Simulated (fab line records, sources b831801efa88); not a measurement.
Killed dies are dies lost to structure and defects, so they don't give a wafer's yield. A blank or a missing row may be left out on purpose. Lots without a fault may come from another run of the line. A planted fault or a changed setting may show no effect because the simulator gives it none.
Chamber matching | flow sky130 | SKY_LI_CONTACT_CMP_24 on cmp-01: 4 sister chambers
The step polishes, stops on PSG, t overpolish 20 s, target thk 0 nm. 4 wafers are shown with their chamber, then 8 later ones without.

WAFERS WITH THEIR CHAMBER
wafer  | chamber | motor_current_A (A)
L203.6 | 1       | 9.1
L205.1 | 2       | 10.9
L205.4 | 3       | 10.5
L208.1 | 0       | 10.9

WAFERS WITHOUT THEIR CHAMBER
wafer  | motor_current_A (A)
L208.4 | 9.5
L208.6 | 11.5
L207.2 | 10.4
L207.3 | 11.5
L207.6 | 9.2
L220.2 | 9.5
L220.3 | 11.1
L220.6 | 10.8

WHICH CHAMBER EACH WENT THROUGH
wafer  | from the rows above          | in truth
L208.4 | can't be placed: 1 or 3      | 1
L208.6 | can't be placed: 0 or 2 or 3 | 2
L207.2 | can't be placed: 3 or 0 or 2 | 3
L207.3 | can't be placed: 0 or 2 or 3 | 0
L207.6 | 1                            | 1
L220.2 | can't be placed: 1 or 3      | 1
L220.3 | can't be placed: 0 or 2 or 3 | 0
L220.6 | can't be placed: 0 or 2 or 3 | 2
Placed correctly: 1 of 8. Can't be placed from these rows: 7 (the true chamber is among the candidates in 7). Placed wrongly: 0.
How it was worked out, from the rows above alone: a wafer's distance from a chamber is the root of the sum, over the readings, of the square of ((its reading less the chamber's mean) divided by the reading's scatter). The wafer belongs to the nearest chamber; if the next one is less than 2 further off, it can't be placed. A chamber's mean is the mean of its shown wafers. The scatter: with one shown wafer a chamber, the root of the mean of the squares of how far each hidden wafer lies from its nearest shown one.
